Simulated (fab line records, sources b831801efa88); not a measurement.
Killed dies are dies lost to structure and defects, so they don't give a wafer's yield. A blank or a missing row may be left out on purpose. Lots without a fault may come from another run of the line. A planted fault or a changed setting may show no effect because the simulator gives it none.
Chamber matching | flow gf180mcu | GF_V3_CMP_04 on cmp-02: 4 sister chambers
The step polishes SiO2. 7 wafers are shown with their chamber, then 8 later ones without.

WAFERS WITH THEIR CHAMBER
wafer  | chamber | edge_zone_pressure_frac | time_to_endpoint_s (s)
L718.1 | 3       | 0.995                   | 74
L719.2 | 1       | 0.995                   | 76
L721.4 | 3       | 1.007                   | 75
L724.3 | 0       | 0.989                   | 80
L724.4 | 2       | 0.995                   | 83
L724.5 | 2       | 1.006                   | 83
L725.1 | 0       | 1.003                   | 79

WAFERS WITHOUT THEIR CHAMBER
wafer  | edge_zone_pressure_frac | time_to_endpoint_s (s)
L725.3 | 0.996                   | 79
L725.6 | 1.003                   | 79
L732.1 | 1.006                   | 82
L732.4 | 1.002                   | 89
L732.6 | 1.006                   | 83
L734.2 | 0.999                   | 91
L734.3 | 0.999                   | 86
L734.4 | 1.000                   | 91

WHICH CHAMBER EACH WENT THROUGH
wafer  | from the rows above | in truth
L725.3 | 0                   | 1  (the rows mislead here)
L725.6 | 0                   | 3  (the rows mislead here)
L732.1 | 2                   | 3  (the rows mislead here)
L732.4 | 2                   | 2
L732.6 | 2                   | 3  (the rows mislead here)
L734.2 | 2                   | 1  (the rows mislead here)
L734.3 | 2                   | 2
L734.4 | 2                   | 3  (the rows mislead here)
Placed correctly: 2 of 8. Can't be placed from these rows: 0. Placed wrongly: 6.
How it was worked out, from the rows above alone: a wafer's distance from a chamber is the root of the sum, over the readings, of the square of ((its reading less the chamber's mean) divided by the reading's scatter). The wafer belongs to the nearest chamber; if the next one is less than 2 further off, it can't be placed. A chamber's mean is the mean of its shown wafers. The scatter: the root of (the sum of the squares of (reading less its chamber's mean) over the shown wafers, divided by (wafers less chambers)).
